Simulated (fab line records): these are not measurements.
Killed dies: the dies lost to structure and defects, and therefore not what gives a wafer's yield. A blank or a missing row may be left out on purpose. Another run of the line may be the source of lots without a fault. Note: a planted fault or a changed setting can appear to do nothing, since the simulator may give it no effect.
fab line records | flow sky130
record lots=12 | wafers=36 | last_day=50
route steps=708 shown NWELL@64 METAL1@449 VIA1@460
lots that met no fault: taken from a fault-free run of the same line
start_h: hours from the record's first day to the start of the lot's first wafer shown | wait_h: time in hours since the lot's previous step | " as in the row above | L1.1+2: a single row standing in for several wafers | - no value present, or no start provided | * or withheld: withheld | < > ~ a bound
route shown NAME@n: NAME is a module with steps in the file, n the number in the route of the first one | usual: average and standard deviation across the fault-free wafers | same: alike in all rows | chamber/n: place in a boat | sites: each site's reading | _std_site: their standard deviation | _edge_site: the outer-site mean with the inner-site mean subtracted | radius_mm: how far each site lies from the wafer's centre | mask NAME#n: copy n | behind: the tool/chamber that last shaped the wafer | hold: what put the lot on hold/how long, in hours/how the hold closed | device: transistor that didn't switch, given as n, p or np | end of line: at the end of the route, the tests of the same wafers | a step with no rows: only its recipe | killed: not the wafer's yield, but the dies lost to structure and defects at the first sort | map: dies across one wafer; x = killed, . = not, _ = none there
set.NAME: the setting the step ran with; set.NAME@STEP: the setting that earlier step ran with | model.NAME: the simulator's own value behind a step, which no gauge read
steps of the route over a sample of lots; a table a step, a row a wafer
services: the hour from which a tool's chamber was out of use, counted from the record's first day as start_h (under 0 if before that day), plus the number of hours and why
## steps
# step SKY_NWELL_IMPLANT_11
# recipe species=P | energy_kev=400 | dose_cm2=1.9e+13 | tilt_deg=withheld
# usual dose_ions_cm2=1.9005e+13/2.3e+10 | faraday_current_uA=107.3/2.3
lot.wafer | tool         | chamber | start_h | wait_h | dose_ions_cm2 | faraday_current_uA
L599.1    | implanter-03 | 0       | 109.02  | 0.0    | 1.8998e+13    | 103.4
L599.2    | "            | 0       | "       | "      | 1.9004e+13    | 110.9
L599.3    | "            | 0       | "       | "      | 1.8982e+13    | 107.0
L600.2    | implanter-03 | 0       | 115.44  | 0.0    | 1.8995e+13    | 109.9
L600.3    | "            | 0       | "       | "      | 1.8989e+13    | 110.1
L600.5    | "            | 0       | "       | "      | 1.8998e+13    | 106.2
L601.1    | implanter-02 | 0       | 120.94  | 0.0    | 1.9025e+13    | 106.5
L601.4    | "            | 0       | "       | "      | 1.9068e+13    | 107.7
L601.5    | "            | 0       | "       | "      | 1.9038e+13    | 106.1
L602.1    | implanter-04 | 0       | 125.72  | 0.0    | 1.9041e+13    | 106.7
L602.5    | "            | 0       | "       | "      | 1.9022e+13    | 109.4
L602.6    | "            | 0       | "       | "      | 1.9036e+13    | 106.5
L603.2    | implanter-04 | 0       | 131.64  | 0.0    | 1.8997e+13    | 107.7
L603.3    | "            | 0       | "       | "      | 1.8994e+13    | 109.3
L603.5    | "            | 0       | "       | "      | 1.8985e+13    | 103.2
L604.1    | implanter-03 | 0       | 137.84  | 0.0    | 1.902e+13     | 109.7
L604.3    | "            | 0       | "       | "      | 1.9019e+13    | 106.7
L604.5    | "            | 0       | "       | "      | 1.8992e+13    | 103.5
L610.1    | implanter-04 | 0       | 172.24  | 0.0    | 2.0261e+13    | 117.0
L610.2    | "            | 0       | "       | "      | 2.0243e+13    | 114.2
L610.4    | "            | 0       | "       | "      | 2.0232e+13    | 110.4
L611.1    | implanter-02 | 0       | 177.23  | 0.0    | 1.8992e+13    | 104.4
L611.2    | "            | 0       | "       | "      | 1.9019e+13    | 110.0
L611.5    | "            | 0       | "       | "      | 1.8963e+13    | 108.6
L612.1    | implanter-04 | 0       | 185.14  | 0.0    | 2.0262e+13    | 118.6
L612.2    | "            | 0       | "       | "      | 2.026e+13     | 113.4
L612.3    | "            | 0       | "       | "      | 2.0293e+13    | 110.6
L615.2    | implanter-03 | 0       | 203.51  | 0.0    | 1.9005e+13    | 107.9
L615.3    | "            | 0       | "       | "      | 1.8962e+13    | 105.5
L615.4    | "            | 0       | "       | "      | 1.8985e+13    | 107.7
L617.2    | implanter-03 | 0       | 215.06  | 0.0    | 1.9017e+13    | 105.6
L617.3    | "            | 0       | "       | "      | 1.8958e+13    | 104.2
L617.5    | "            | 0       | "       | "      | 1.9025e+13    | 106.0
L618.1    | implanter-03 | 0       | 217.87  | 0.0    | 1.9026e+13    | 108.1
L618.5    | "            | 0       | "       | "      | 1.9031e+13    | 106.2
L618.6    | "            | 0       | "       | "      | 1.9023e+13    | 109.1
# step SKY_NWELL_RS_MEAS_29
# recipe thk_meas_gauge=four-point-probe
# usual NWELL_RS=625.2/1.7
lot.wafer | tool          | chamber | start_h | wait_h | NWELL_RS[ohm/sq]
L599.1    | film_metro-02 | -       | 127.80  | 0.1    | 626.9
L599.2    | "             | -       | "       | "      | 627.3
L599.3    | "             | -       | "       | "      | 625.2
L600.2    | film_metro-03 | -       | 135.27  | 0.1    | 625.3
L600.3    | "             | -       | "       | "      | 625.0
L600.5    | "             | -       | "       | "      | 625.7
L601.1    | film_metro-03 | -       | 141.28  | 0.1    | 625.5
L601.4    | "             | -       | "       | "      | 625.3
L601.5    | "             | -       | "       | "      | 623.8
L602.1    | film_metro-03 | -       | 146.65  | 0.1    | 624.2
L602.5    | "             | -       | "       | "      | 627.6
L602.6    | "             | -       | "       | "      | 627.3
L603.2    | film_metro-03 | -       | 152.17  | 0.1    | 628.1
L603.3    | "             | -       | "       | "      | 626.3
L603.5    | "             | -       | "       | "      | 624.9
L604.1    | film_metro-01 | -       | 158.73  | 0.1    | 624.0
L604.3    | "             | -       | "       | "      | 624.4
L604.5    | "             | -       | "       | "      | 626.2
L610.1    | film_metro-03 | -       | 194.24  | 0.1    | 603.3
L610.2    | "             | -       | "       | "      | 603.1
L610.4    | "             | -       | "       | "      | 603.0
L611.1    | film_metro-02 | -       | 199.25  | 0.1    | 624.4
L611.2    | "             | -       | "       | "      | 623.6
L611.5    | "             | -       | "       | "      | 623.4
L612.1    | film_metro-02 | -       | 208.10  | 0.1    | 604.0
L612.2    | "             | -       | "       | "      | 604.0
L612.3    | "             | -       | "       | "      | 604.2
L615.2    | film_metro-03 | -       | 225.40  | 0.1    | 620.0
L615.3    | "             | -       | "       | "      | 620.7
L615.4    | "             | -       | "       | "      | 620.8
L617.2    | film_metro-01 | -       | 237.01  | 0.1    | 627.3
L617.3    | "             | -       | "       | "      | 624.9
L617.5    | "             | -       | "       | "      | 625.4
L618.1    | film_metro-02 | -       | 239.23  | 0.1    | 624.4
L618.5    | "             | -       | "       | "      | 626.1
L618.6    | "             | -       | "       | "      | 624.1
# step SKY_METAL1_CD_MEAS_15
# recipe target_cd_nm=140
# usual cd_nm=140.0/1.6
lot.wafer | tool      | chamber | start_h | wait_h | cd_nm
L599.1    | cd_sem-02 | -       | 792.74  | -      | 138.5
L599.2    | "         | -       | "       | "      | 138.7
L599.3    | "         | -       | "       | "      | 138.9
L600.2    | cd_sem-01 | -       | 801.16  | -      | 139.3
L600.3    | "         | -       | "       | "      | 136.9
L600.5    | "         | -       | "       | "      | 138.2
L601.1    | cd_sem-02 | -       | 810.05  | -      | 141.4
L601.4    | "         | -       | "       | "      | 138.2
L601.5    | "         | -       | "       | "      | 141.6
L602.1    | cd_sem-01 | -       | 829.85  | -      | 140.5
L602.5    | "         | -       | "       | "      | 141.2
L602.6    | "         | -       | "       | "      | 141.1
L603.2    | cd_sem-02 | -       | 832.01  | -      | 142.7
L603.3    | "         | -       | "       | "      | 142.6
L603.5    | "         | -       | "       | "      | 141.5
L604.1    | cd_sem-02 | -       | 833.10  | -      | 139.6
L604.3    | "         | -       | "       | "      | 140.3
L604.5    | "         | -       | "       | "      | 139.3
L610.1    | cd_sem-02 | -       | 876.89  | -      | 140.7
L610.2    | "         | -       | "       | "      | 141.4
L610.4    | "         | -       | "       | "      | 139.9
L611.1    | cd_sem-01 | -       | 883.80  | -      | 138.0
L611.2    | "         | -       | "       | "      | 139.2
L611.5    | "         | -       | "       | "      | 138.1
L612.1    | cd_sem-02 | -       | 894.85  | -      | 140.7
L612.2    | "         | -       | "       | "      | 141.0
L612.3    | "         | -       | "       | "      | 140.2
L615.2    | cd_sem-02 | -       | 911.97  | -      | 143.1
L615.3    | "         | -       | "       | "      | 142.7
L615.4    | "         | -       | "       | "      | 144.1
L617.2    | cd_sem-01 | -       | 926.41  | -      | 137.4
L617.3    | "         | -       | "       | "      | 136.3
L617.5    | "         | -       | "       | "      | 136.6
L618.1    | cd_sem-02 | -       | 931.99  | -      | 139.3
L618.5    | "         | -       | "       | "      | 138.8
L618.6    | "         | -       | "       | "      | 139.3
# step SKY_METAL1_STRIP_20
# recipe chemistry=O2/N2 | power_w=1400 | pressure_mtorr=1500 | platen_temp_c=withheld | o2_flow_sccm=3000 | n2_flow_sccm=300 | overash_fraction=0.5
# usual drypump_motor_current_A=5.8/0.45 | oes_product_au=0.343/0.0046 | strip_time_to_endpoint_s=2.69/0.034
lot.wafer | tool            | chamber | start_h | wait_h | drypump_motor_current_A | oes_product_au | rf_hours_counter_h | strip_time_to_endpoint_s
L599.1    | plasma_asher-03 | 1       | 793.08  | 0.1    | 5.2                     | 0.337          | 93                 | 2.69
L599.2    | "               | 0       | "       | "      | 5.3                     | 0.345          | 93                 | 2.69
L599.3    | "               | 0       | "       | "      | 5.3                     | 0.338          | -                  | 2.68
L600.2    | plasma_asher-03 | 0       | 801.48  | 0.1    | 5.3                     | 0.349          | 94                 | 2.64
L600.3    | "               | 1       | "       | "      | 5.2                     | 0.347          | -                  | 2.71
L600.5    | "               | 1       | "       | "      | 5.2                     | 0.336          | -                  | 2.63
L601.1    | plasma_asher-03 | 0       | 810.39  | 0.1    | 5.3                     | 0.347          | 95                 | 2.66
L601.4    | "               | 1       | "       | "      | 5.2                     | 0.342          | -                  | 2.68
L601.5    | "               | 1       | "       | "      | 5.2                     | 0.341          | -                  | 2.71
L602.1    | plasma_asher-02 | 1       | 830.19  | 0.1    | 6.4                     | 0.339          | 9                  | 2.76
L602.5    | "               | 1       | "       | "      | 6.4                     | 0.342          | -                  | 2.72
L602.6    | "               | 0       | "       | "      | 5.6                     | 0.353          | -                  | 2.77
L603.2    | plasma_asher-03 | 1       | 832.33  | 0.1    | 5.2                     | 0.345          | 97                 | 2.70
L603.3    | "               | 0       | "       | "      | 5.3                     | 0.337          | -                  | 2.69
L603.5    | "               | 0       | "       | "      | 5.3                     | 0.346          | -                  | 2.66
L604.1    | plasma_asher-01 | 0       | 833.44  | 0.1    | 6.1                     | 0.342          | 41                 | 2.64
L604.3    | "               | 1       | "       | "      | 5.9                     | 0.347          | -                  | 2.66
L604.5    | "               | 0       | "       | "      | 6.1                     | 0.336          | -                  | 2.67
L610.1    | plasma_asher-02 | 1       | 877.42  | 0.1    | 6.4                     | 0.343          | 14                 | 2.64
L610.2    | "               | 0       | "       | "      | 5.6                     | 0.344          | 14                 | 2.61
L610.4    | "               | 0       | "       | "      | 5.6                     | 0.338          | -                  | 2.63
L611.1    | plasma_asher-02 | 0       | 884.32  | 0.1    | 5.6                     | 0.346          | 14                 | 2.69
L611.2    | "               | 1       | "       | "      | 6.4                     | 0.338          | 14                 | 2.70
L611.5    | "               | 0       | "       | "      | 5.7                     | 0.350          | -                  | 2.71
L612.1    | plasma_asher-01 | 1       | 895.19  | 0.1    | 5.9                     | 0.344          | 47                 | 2.66
L612.2    | "               | 0       | "       | "      | 6.1                     | 0.338          | 47                 | 2.67
L612.3    | "               | 0       | "       | "      | 6.1                     | 0.337          | -                  | 2.62
L615.2    | plasma_asher-02 | 1       | 912.29  | 0.1    | 6.4                     | 0.350          | 17                 | 2.71
L615.3    | "               | 1       | "       | "      | 6.4                     | 0.348          | -                  | 2.68
L615.4    | "               | 0       | "       | "      | 5.6                     | 0.346          | -                  | 2.71
L617.2    | plasma_asher-02 | 1       | 926.92  | 0.1    | 6.4                     | 0.341          | 19                 | 2.71
L617.3    | "               | 1       | "       | "      | 6.4                     | 0.339          | -                  | 2.69
L617.5    | "               | 1       | "       | "      | 6.4                     | 0.343          | -                  | 2.68
L618.1    | plasma_asher-02 | 0       | 932.52  | 0.1    | 5.6                     | 0.344          | 20                 | 2.67
L618.5    | "               | 1       | "       | "      | 6.4                     | 0.347          | -                  | 2.66
L618.6    | "               | 0       | "       | "      | 5.6                     | 0.339          | -                  | 2.69
# step SKY_VIA1_CMP_02
# recipe material=SiO2 | down_force_psi=4 | platen_rpm=60 | pad_velocity_m_s=0.94248
# usual motor_current_A=11.9/1.1
lot.wafer | tool   | chamber | start_h | wait_h | motor_current_A
L599.2    | cmp-01 | 2       | 793.92  | 0.1    | 12.4
L599.3    | "      | 3       | "       | "      | 13.2
L599.1    | "      | 1       | "       | "      | 11.1
L600.2    | cmp-02 | 3       | 802.25  | 0.0    | 11.2
L600.3    | "      | 2       | "       | "      | 10.5
L600.5    | "      | 3       | "       | "      | 11.1
L601.1    | cmp-01 | 2       | 811.18  | 0.1    | 12.3
L601.4    | "      | 3       | "       | "      | 13.2
L601.5    | "      | 2       | "       | "      | 12.4
L602.1    | cmp-01 | 2       | 831.00  | 0.1    | 11.7
L602.5    | "      | 1       | "       | "      | 10.9
L602.6    | "      | 2       | "       | "      | 12.6
L603.2    | cmp-02 | 3       | 833.10  | 0.0    | 11.2
L603.3    | "      | 0       | "       | "      | 10.4
L603.5    | "      | 0       | "       | "      | 10.9
L604.3    | cmp-01 | 3       | 834.31  | 0.1    | 12.3
L604.1    | "      | 0       | "       | "      | 12.6
L604.5    | "      | 1       | "       | "      | 11.5
L610.2    | cmp-02 | 1       | 878.18  | 0.0    | 13.7
L610.1    | "      | 2       | "       | "      | 11.0
L610.4    | "      | 0       | "       | "      | 10.6
L611.2    | cmp-01 | 0       | 885.14  | 0.1    | 11.9
L611.1    | "      | 1       | "       | "      | 11.0
L611.5    | "      | 3       | "       | "      | 12.7
L612.2    | cmp-01 | 0       | 895.98  | 0.0    | 12.6
L612.3    | "      | 2       | "       | "      | 12.1
L612.1    | "      | 3       | "       | "      | 13.2
L615.4    | cmp-02 | 2       | 913.05  | 0.0    | 11.1
L615.2    | "      | 0       | "       | "      | 10.4
L615.3    | "      | 1       | "       | "      | 13.6
L617.3    | cmp-02 | 0       | 927.78  | 0.1    | 10.9
L617.2    | "      | 1       | "       | "      | 13.4
L617.5    | "      | 3       | "       | "      | 11.4
L618.1    | cmp-02 | 1       | 933.33  | 0.1    | 13.8
L618.5    | "      | 0       | "       | "      | 10.9
L618.6    | "      | 1       | "       | "      | 14.0
## services
tool            | chamber | start_h | hours | kind
cmp-01          | -       | 90.55   | 1.6   | repair
plasma_asher-02 | -       | 98.20   | 6.0   | repair
cmp-02          | -       | 148.89  | 2.3   | repair
cmp-02          | -       | 173.86  | 0.8   | repair
cmp-02          | -       | 205.83  | 0.9   | repair
cmp-02          | -       | 222.28  | 17.9  | pm
implanter-03    | -       | 233.70  | 1.7   | repair
cmp-02          | -       | 240.17  | 4.0   | pm
cmp-02          | -       | 241.36  | 2.7   | repair
cmp-01          | -       | 268.14  | 0.5   | repair
cmp-02          | -       | 294.94  | 5.7   | pm
cmp-02          | -       | 301.01  | 1.2   | repair
cmp-02          | -       | 321.28  | 4.1   | repair
implanter-03    | -       | 347.80  | 4.5   | pm
cmp-02          | -       | 354.35  | 0.2   | repair
implanter-03    | -       | 366.95  | 3.9   | repair
implanter-03    | -       | 392.71  | 4.3   | pm
cmp-02          | -       | 401.48  | 1.7   | repair
cmp-01          | -       | 404.00  | 4.0   | pm
cmp-01          | -       | 408.00  | 5.8   | pm
cmp-01          | -       | 412.45  | 1.3   | repair
cmp-02          | -       | 424.19  | 2.6   | pm
cmp-01          | -       | 454.03  | 2.3   | repair
cmp-01          | -       | 466.89  | 9.4   | pm
## key
first_sign step=SKY_NWELL_IMPLANT_11 | reading=dose_ions_cm2 | direction=up | sigmas=55 | usual=* | struck=*
effect step=SKY_NWELL_IMPLANT_11 | reading=faraday_current_uA | direction=up | sigmas=2.9 | usual=107.3 | struck=114.0
effect step=SKY_NWELL_RS_MEAS_29 | reading=NWELL_RS | direction=down | sigmas=13 | usual=625.2 | struck=603.6
met_at SKY_NWELL_IMPLANT_11
struck_lots L610,L612
tester_left_out L610,L612
not_acting_at SKY_METAL1_CD_MEAS_15,SKY_METAL1_STRIP_20,SKY_VIA1_CMP_02
onset_between 131.64 172.24
fault kind=process_parameter_drift | tool=implanter-04 | chamber=- | onset_h=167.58 | steps=SKY_NWELL_IMPLANT_11 | channel=dose_cm2 | offset=* | shape=step | end_h=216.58 | acts_in=* | stated=*
# tester_left_out: of these lots the tester's yield and bins aren't shown, on N5 and GAA mostly nor the transistor test; their killed dies are dies lost to structure and defects alone, not to doping, threshold or leakage, so they don't give the yield
